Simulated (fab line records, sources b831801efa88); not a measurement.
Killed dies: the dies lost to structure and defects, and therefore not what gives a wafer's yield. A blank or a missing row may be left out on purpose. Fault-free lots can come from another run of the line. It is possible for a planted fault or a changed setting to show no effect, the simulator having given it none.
Split-lot study || flow sfq line || on a route of 325 steps: 5 lots, 23 wafers read

ABOUT THE SPLIT
At SFQ_TRILAYER_M8_LITHO_COAT_193 (resist thk 600 nm), the setting resist thk nm was moved away from the recipe's 600 nm on 7 of the 23 wafers read, by +2.2% to +2.6%. All remaining wafers had this setting at the recipe value.

The split's own step is where the reading is taken.

THE READING
KrF_of_TRILAYER_M8_LITHO_COAT_193.thk nm (the simulator's own value, which no gauge read), in nm, at SFQ_TRILAYER_M8_LITHO_COAT_193 (resist thk 600 nm). The file gives no usual value for it. The 16 wafers here that ran the recipe average 598.8 nm, standard deviation 1.6 nm.

{"wafer": "L075.1", "tool, chamber at the split": "litho track-03, 0", "resist thk nm as run, nm": 600, "against the recipe": "recipe", "KrF_of_TRILAYER_M8_LITHO_COAT_193.thk nm, nm": 597, "against lot-mates on the recipe": "-"}
{"wafer": "L075.2", "tool, chamber at the split": "litho track-03, 0", "resist thk nm as run, nm": 600, "against the recipe": "recipe", "KrF_of_TRILAYER_M8_LITHO_COAT_193.thk nm, nm": 599.9, "against lot-mates on the recipe": "-"}
{"wafer": "L075.3", "tool, chamber at the split": "litho track-03, 0", "resist thk nm as run, nm": 600, "against the recipe": "recipe", "KrF_of_TRILAYER_M8_LITHO_COAT_193.thk nm, nm": 596.3, "against lot-mates on the recipe": "-"}
{"wafer": "L075.5", "tool, chamber at the split": "litho track-03, 0", "resist thk nm as run, nm": 613.5, "against the recipe": "+2.2%", "KrF_of_TRILAYER_M8_LITHO_COAT_193.thk nm, nm": 611.3, "against lot-mates on the recipe": "+13.6"}
{"wafer": "L075.6", "tool, chamber at the split": "litho track-03, 0", "resist thk nm as run, nm": 613.5, "against the recipe": "+2.2%", "KrF_of_TRILAYER_M8_LITHO_COAT_193.thk nm, nm": 610.8, "against lot-mates on the recipe": "+13.1"}
{"wafer": "L077.1", "tool, chamber at the split": "litho track-02, 0", "resist thk nm as run, nm": 615.4, "against the recipe": "+2.6%", "KrF_of_TRILAYER_M8_LITHO_COAT_193.thk nm, nm": 611.7, "against lot-mates on the recipe": "+14.1"}
{"wafer": "L077.2", "tool, chamber at the split": "litho track-02, 0", "resist thk nm as run, nm": 600, "against the recipe": "recipe", "KrF_of_TRILAYER_M8_LITHO_COAT_193.thk nm, nm": 598.6, "against lot-mates on the recipe": "-"}
{"wafer": "L077.4", "tool, chamber at the split": "litho track-02, 0", "resist thk nm as run, nm": 615.4, "against the recipe": "+2.6%", "KrF_of_TRILAYER_M8_LITHO_COAT_193.thk nm, nm": 612.7, "against lot-mates on the recipe": "+15.1"}
{"wafer": "L077.5", "tool, chamber at the split": "litho track-02, 0", "resist thk nm as run, nm": 600, "against the recipe": "recipe", "KrF_of_TRILAYER_M8_LITHO_COAT_193.thk nm, nm": 597.3, "against lot-mates on the recipe": "-"}
{"wafer": "L077.6", "tool, chamber at the split": "litho track-02, 0", "resist thk nm as run, nm": 600, "against the recipe": "recipe", "KrF_of_TRILAYER_M8_LITHO_COAT_193.thk nm, nm": 596.9, "against lot-mates on the recipe": "-"}
{"wafer": "L079.2", "tool, chamber at the split": "litho track-02, 0", "resist thk nm as run, nm": 600, "against the recipe": "recipe", "KrF_of_TRILAYER_M8_LITHO_COAT_193.thk nm, nm": 599.8, "against lot-mates on the recipe": "-"}
{"wafer": "L079.4", "tool, chamber at the split": "litho track-02, 0", "resist thk nm as run, nm": 600, "against the recipe": "recipe", "KrF_of_TRILAYER_M8_LITHO_COAT_193.thk nm, nm": 598.9, "against lot-mates on the recipe": "-"}
{"wafer": "L079.5", "tool, chamber at the split": "litho track-02, 0", "resist thk nm as run, nm": 600, "against the recipe": "recipe", "KrF_of_TRILAYER_M8_LITHO_COAT_193.thk nm, nm": 599.1, "against lot-mates on the recipe": "-"}
{"wafer": "L083.1", "tool, chamber at the split": "litho track-03, 0", "resist thk nm as run, nm": 600, "against the recipe": "recipe", "KrF_of_TRILAYER_M8_LITHO_COAT_193.thk nm, nm": 601.6, "against lot-mates on the recipe": "-"}
{"wafer": "L083.2", "tool, chamber at the split": "litho track-03, 0", "resist thk nm as run, nm": 600, "against the recipe": "recipe", "KrF_of_TRILAYER_M8_LITHO_COAT_193.thk nm, nm": 600.4, "against lot-mates on the recipe": "-"}
{"wafer": "L083.3", "tool, chamber at the split": "litho track-03, 0", "resist thk nm as run, nm": 600, "against the recipe": "recipe", "KrF_of_TRILAYER_M8_LITHO_COAT_193.thk nm, nm": 596.9, "against lot-mates on the recipe": "-"}
{"wafer": "L083.4", "tool, chamber at the split": "litho track-03, 0", "resist thk nm as run, nm": 600, "against the recipe": "recipe", "KrF_of_TRILAYER_M8_LITHO_COAT_193.thk nm, nm": 598.2, "against lot-mates on the recipe": "-"}
{"wafer": "L083.6", "tool, chamber at the split": "litho track-03, 0", "resist thk nm as run, nm": 600, "against the recipe": "recipe", "KrF_of_TRILAYER_M8_LITHO_COAT_193.thk nm, nm": 598.6, "against lot-mates on the recipe": "-"}
{"wafer": "L084.1", "tool, chamber at the split": "litho track-02, 0", "resist thk nm as run, nm": 600, "against the recipe": "recipe", "KrF_of_TRILAYER_M8_LITHO_COAT_193.thk nm, nm": 599.7, "against lot-mates on the recipe": "-"}
{"wafer": "L084.2", "tool, chamber at the split": "litho track-02, 0", "resist thk nm as run, nm": 615.8, "against the recipe": "+2.6%", "KrF_of_TRILAYER_M8_LITHO_COAT_193.thk nm, nm": 615, "against lot-mates on the recipe": "+14.1"}
{"wafer": "L084.3", "tool, chamber at the split": "litho track-02, 0", "resist thk nm as run, nm": 615.8, "against the recipe": "+2.6%", "KrF_of_TRILAYER_M8_LITHO_COAT_193.thk nm, nm": 615.5, "against lot-mates on the recipe": "+14.6"}
{"wafer": "L084.4", "tool, chamber at the split": "litho track-02, 0", "resist thk nm as run, nm": 615.8, "against the recipe": "+2.6%", "KrF_of_TRILAYER_M8_LITHO_COAT_193.thk nm, nm": 616.4, "against lot-mates on the recipe": "+15.5"}
{"wafer": "L084.5", "tool, chamber at the split": "litho track-02, 0", "resist thk nm as run, nm": 600, "against the recipe": "recipe", "KrF_of_TRILAYER_M8_LITHO_COAT_193.thk nm, nm": 602, "against lot-mates on the recipe": "-"}

FIT RESULTS
A straight line over all 23 wafers: KrF_of_TRILAYER_M8_LITHO_COAT_193.thk nm changes by +5.82 nm for each +1% of resist thk nm; r = +0.97; the points scatter about the line by 1.7 nm.
The same after taking each lot's own level away (the mean of its wafers on the recipe; 23 wafers): +5.7 nm for each +1%; r = +0.99; scatter 1.2 nm.
That fit puts the effect of the largest move of resist thk nm on the reading at 15 nm.
Across the lots, their own levels run from 597.60 to 600.85 nm, a range of 2.0 times the standard deviation given above.
So the lot-to-lot level changes the slope little: the two slopes agree.
Check: with one of the wafers moved furthest among these (+2.6%) left out of the fit, the line predicts +15.2 nm for it against its lot-mates. Against them it came out at +14.1 nm.

OTHER SPLITS ON THESE WAFERS
Note: prior to the reading, these wafers also went through further splits. Each is held against what the fit with the lots' levels taken away leaves over:
{"other split on the same wafers": "SFQ_TRILAYER_I6_VIA_LITHO_COAT_174 spin rpm", "wafers away from the commonest value": 9, "r with KrF_of_TRILAYER_M8_LITHO_COAT_193.thk nm (lot level and that fit taken away)": "+0.12"}
{"other split on the same wafers": "SFQ_TRILAYER_I6_VIA_BARC_OPEN_VIA_ETCH_235 bias w", "wafers away from the commonest value": 10, "r with KrF_of_TRILAYER_M8_LITHO_COAT_193.thk nm (lot level and that fit taken away)": -0.17}
{"other split on the same wafers": "SFQ_TRILAYER_M7_LITHO_COAT_182 resist thk nm", "wafers away from the commonest value": 4, "r with KrF_of_TRILAYER_M8_LITHO_COAT_193.thk nm (lot level and that fit taken away)": -0.21}
{"other split on the same wafers": "SFQ_TRILAYER_M7_LITHO_PEB_180 peb time s", "wafers away from the commonest value": 8, "r with KrF_of_TRILAYER_M8_LITHO_COAT_193.thk nm (lot level and that fit taken away)": "+0.00"}
{"other split on the same wafers": "SFQ_TRILAYER_I7_DEP_PECVD_183 time s", "wafers away from the commonest value": 10, "r with KrF_of_TRILAYER_M8_LITHO_COAT_193.thk nm (lot level and that fit taken away)": -0.01}
{"other split on the same wafers": "SFQ_TRILAYER_I7_VIA_LITHO_COAT_187 resist thk nm", "wafers away from the commonest value": 8, "r with KrF_of_TRILAYER_M8_LITHO_COAT_193.thk nm (lot level and that fit taken away)": -0.09}
{"other split on the same wafers": "SFQ_TRILAYER_I7_VIA_LITHO_PEB_190 peb temp c", "wafers away from the commonest value": 8, "r with KrF_of_TRILAYER_M8_LITHO_COAT_193.thk nm (lot level and that fit taken away)": -0.45}

THE FILE'S OWN FIT
KrF_of_TRILAYER_M8_LITHO_COAT_193.thk nm changes by +5.73 nm for each +1% of resist thk nm, r = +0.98.
